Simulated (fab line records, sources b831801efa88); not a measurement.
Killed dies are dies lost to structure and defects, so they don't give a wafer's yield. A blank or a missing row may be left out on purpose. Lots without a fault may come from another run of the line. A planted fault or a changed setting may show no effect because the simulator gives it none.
Problem report in the 8D (eight disciplines) form, filled by code | flow sky130 | the parts of the form that need people (team, actions taken, sign-off) are left out

1. THE PROBLEM
developer_temp_C at SKY_PASSIVATION_DEVELOP_10 reads a mean of 23.96 C on 6 wafers of 2 lots; wafers without a fault read 23.00 C with a standard deviation of 0.1. That is +9.6 standard deviations from the usual mean.
The step: develop time 60 s.
First seen on wafer L202.2, day 47 11:00, on litho_track-03. The record holds 36 wafers of 12 lots with a number at this step. Rule for "out", or "out of limits": more than 4 standard deviations from the usual mean. The other wafers with a number count as sound.

2. WHAT IT IS AND WHAT IT IS NOT
question                    | is                     | is not
which readings at this step | developer_temp_C       | -
which lots                  | L202, L205             | L192, L193, L194, L196, L208, L210, L211, L213, L214, L215
which wafers of those lots  | all that have a number | -
read on which tools         | litho_track-03         | litho_track-01, litho_track-02
when                        | from day 47 11:00      | up to then (12 sound wafers); but 18 sound wafers of L208, L210, L211, L213, L214, L215 came after

3. SUSPECTS, AND WHAT RULES EACH OUT
Counting: a tool at a process step up to the reading stays a suspect if it ran every lot that is out and no sound lot after the first of them.
- rie_metal-04 at SKY_METAL3_ETCH_16 (etches BARC in N2/H2, stops on SiO2, time 88.2 s, target depth 60 nm): ruled out as a lasting fault. Sound lots L211, L214, L213 ran on it after its first lot that is out, L202 (day 41 17:01).
- pvd_sputter-02 at SKY_METAL4_SPUTTER_03 (material Ti, target thk 5 nm, time 3.3 s): ruled out as a lasting fault. Sound lots L208, L214 ran on it after its first lot that is out, L202 (day 42 18:47).
- litho_track-03 at SKY_PASSIVATION_DEVELOP_10 (develop time 60 s): kept. It ran every lot that is out, first L202 (day 47 11:00), and no sound lot after that; its last sound lot up to then is L196 (day 46 02:00). Its own readings are out on those wafers: developer_temp_C.
Left after counting: litho_track-03 at SKY_PASSIVATION_DEVELOP_10.

4. THE CAUSE (what the simulator had put in)
Process parameter drift: litho_track-03, from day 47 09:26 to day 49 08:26, at SKY_PASSIVATION_DEVELOP_10. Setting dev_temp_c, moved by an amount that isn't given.
Counting left only this tool.

5. THE CHAIN OF EFFECTS, in route order
Each row: a reading whose mean over the struck wafers that have a number lies more than 3 standard deviations from the usual. Only readings for which the record gives a usual standard deviation are gone through. hours: the time from each lot's start at the first step in this table that gives one to its start at this step, as a median over the lots. sigmas: the change in usual standard deviations.
hours | step                       | reading          | usual   | on struck wafers | change | sigmas
0     | SKY_PASSIVATION_DEVELOP_10 | developer_temp_C | 23.00 C | 23.96            | +0.96  | +9.6
The process steps in it:
- SKY_PASSIVATION_DEVELOP_10: develop time 60 s.

6. WHAT WOULD HAVE CAUGHT IT SOONER
In this record the first reading out of limits was taken at day 47 11:00, 2 hours after the fault began at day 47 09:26.
